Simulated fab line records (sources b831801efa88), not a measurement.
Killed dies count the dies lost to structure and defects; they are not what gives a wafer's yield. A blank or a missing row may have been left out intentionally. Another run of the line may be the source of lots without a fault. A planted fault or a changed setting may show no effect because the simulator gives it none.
Matching of chambers -- flow sky130 -- cmp-02 running SKY_VIA4_CMP_02: 4 sister chambers
The step polishes SiO2. 4 wafers are shown with their chamber, then 7 later ones without.

WAFERS, EACH WITH ITS CHAMBER
wafer,chamber,motor_current_A (A)
L931.1,0,12.7
L938.6,3,12.2
L943.2,1,12.7
L943.4,2,10.5

WAFERS WITH NO CHAMBER GIVEN
wafer,motor_current_A (A)
L943.6,13.5
L944.3,12.7
L944.5,11.7
L944.6,10.4
L947.1,13.1
L947.3,11.9
L947.6,10.8

CHAMBER TAKEN BY EACH
wafer,from the rows above,in truth
L943.6,can't be placed: 0 or 1 or 3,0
L944.3,can't be placed: 0 or 1 or 3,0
L944.5,can't be placed: 3 or 0 or 1 or 2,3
L944.6,2,2
L947.1,can't be placed: 0 or 1 or 3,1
L947.3,can't be placed: 3 or 0 or 1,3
L947.6,2,2
2 of 7 placed correctly. Can't be placed from these rows: 5 (the true chamber is among the candidates in 5). Number placed wrongly: 0.
How it was worked out, from the rows above alone: a wafer's distance from a chamber is the root of the sum, over the readings, of the square of ((its reading less the chamber's mean) divided by the reading's scatter). If the next closest chamber is less than 2 further off than the closest, the wafer can't be placed; otherwise it belongs to the closest. For every chamber, the mean is computed from those of its wafers that are shown. The scatter: root of mean squared gap, hidden wafer to nearest shown wafer, with one shown wafer a chamber.
